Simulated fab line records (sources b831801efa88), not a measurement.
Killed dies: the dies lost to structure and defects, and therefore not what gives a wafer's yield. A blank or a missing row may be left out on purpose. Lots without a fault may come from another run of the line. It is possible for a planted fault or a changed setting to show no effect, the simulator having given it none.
fab line records    flow sfqLine
record lots=14  wafers=42  lastDay=85
route steps=325 shown M4@149
lots untouched by any fault: they come from a run of this same line in which no faults occurred
startH: hours from the record's opening day to when the first of the lot's shown wafers began    waitH: hours from the lot's prior step to this one    " same as the row above    L1.1+2: one row covering several wafers at once    - value missing, or start not given    * or withheld: withheld    < > ~ a bound
route shown NAME@n: a module of which the file shows steps, and the number in the route of the first    usual: the fault-free wafers' mean and standard deviation    same: alike in all rows    chamber/n: place in a boat    sites: each site's reading    _std_site: the values' standard deviation    _edge_site: mean of outer sites minus mean of inner sites    radiusMm: how far each site lies from the wafer's centre    mask NAME#n: copy n    behind: the most recent tool/chamber to have shaped the wafer    hold: why the lot went on hold/how many hours it stayed there/how the hold came to an end    device: transistor that didn't switch, given as n, p or np    end of line: tests run on the same wafers once the route is complete    a step with no rows: only its recipe    killed: dies that structure and defects cost at the first sort, which is not the same as the wafer's yield    map: shows each die of a wafer: x if killed, . if not, _ if none is there
set.NAME: the setting that was run; set.NAME@STEP: the one run at that earlier step    model.NAME: the simulator's own value behind a step, which no gauge read
one table for each step of the route and one row for each wafer, over a sample of lots
services: when a tool's chamber went out of use (startH, in hours from the record's first day, below 0 if earlier), for how many hours, and the reason
## steps
# step SFQ_TRILAYER_M4_DEP_SPUTTER_091
# recipe material=Nb  basePressurePa=1.33e-06  chamberPressurePa=0.1333  substrateTempC=20  resputterCathodeVoltageV=400  targetThkNm=200  powerW=2000  timeS=133.3
# usual chamberPressurePa=0.13332/0.00025  throttleValvePct=29.5/1.3
lot.wafer  tool           chamber  startH   waitH  chamberPressurePa  throttleValvePct
L958.2     pvdSputter-03  -        800.23   0.0    0.13332            31.2
L958.4     "              -        "        "      0.13337            30.0
L958.5     "              -        "        "      0.13312            30.0
L959.3     pvdSputter-05  -        812.37   0.0    0.13327            28.2
L959.4     "              -        "        "      0.13369            30.4
L959.6     "              -        "        "      0.13315            30.3
L961.3     pvdSputter-06  -        818.13   0.0    0.13336            30.5
L961.5     "              -        "        "      0.13342            30.3
L961.6     "              -        "        "      0.13308            28.2
L962.2     pvdSputter-03  -        861.27   0.0    0.13355            30.1
L962.3     "              -        "        "      0.13278            27.6
L962.4     "              -        "        "      0.13316            30.0
L963.4     pvdSputter-06  -        867.99   0.0    0.13339            29.4
L963.5     "              -        "        "      0.13315            27.9
L963.6     "              -        "        "      0.13385            29.1
L964.1     pvdSputter-06  -        878.97   0.0    0.15063            26.1
L964.2     "              -        "        "      0.13269            28.9
L964.6     "              -        "        "      0.13317            29.4
L965.1     pvdSputter-06  -        886.06   0.0    0.15098            26.5
L965.4     "              -        "        "      0.13301            30.1
L965.6     "              -        "        "      0.13332            28.5
L970.1     pvdSputter-03  -        986.59   0.0    0.13357            30.0
L970.4     "              -        "        "      0.13373            27.7
L970.6     "              -        "        "      0.13339            27.5
L971.2     pvdSputter-03  -        1133.91  0.0    0.13307            30.3
L971.3     "              -        "        "      0.13343            31.1
L971.6     "              -        "        "      0.1332             27.5
L972.2     pvdSputter-05  -        1138.11  0.0    0.13329            30.4
L972.4     "              -        "        "      0.13337            28.0
L972.5     "              -        "        "      0.13347            28.2
L975.1     pvdSputter-03  -        1143.51  0.0    0.13265            30.0
L975.3     "              -        "        "      0.13335            30.1
L975.4     "              -        "        "      0.13312            27.4
L976.2     pvdSputter-05  -        1146.91  0.0    0.13318            28.4
L976.3     "              -        "        "      0.13316            30.3
L976.4     "              -        "        "      0.13313            30.3
L977.2     pvdSputter-06  -        1149.31  0.0    0.13319            28.7
L977.5     "              -        "        "      0.1331             29.3
L977.6     "              -        "        "      0.13361            28.7
L978.1     pvdSputter-05  -        1151.71  0.0    0.13364            30.5
L978.3     "              -        "        "      0.13354            28.2
L978.4     "              -        "        "      0.13336            31.2
## services
tool           chamber  startH   hours  kind
pvdSputter-03  -        815.04   1.8    repair
pvdSputter-05  -        837.34   2.3    repair
pvdSputter-06  -        847.61   1.6    repair
pvdSputter-03  -        1040.86  0.9    repair
pvdSputter-05  -        1074.73  2.5    repair
pvdSputter-03  -        1092.09  2.5    repair
## key
firstSign step=SFQ_TRILAYER_M4_DEP_SPUTTER_091  reading=chamberPressurePa  direction=up  sigmas=71  usual=0.13332  struck=0.15081
effect none on later readings
metAt SFQ_TRILAYER_M4_DEP_SPUTTER_091
struckLots L964,L965
struckWafers L964.1,L965.1
onsetBetween 867.99 878.97
fault kind=processParameterDrift  tool=pvdSputter-06  chamber=-  onsetH=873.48  steps=SFQ_TRILAYER_M4_DEP_SPUTTER_091  channel=chamberPressurePa  offset=0.017587  shape=step  endH=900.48  actsIn=theseRecipesOnly  stated=0.1333  scope=struckWafersOnly
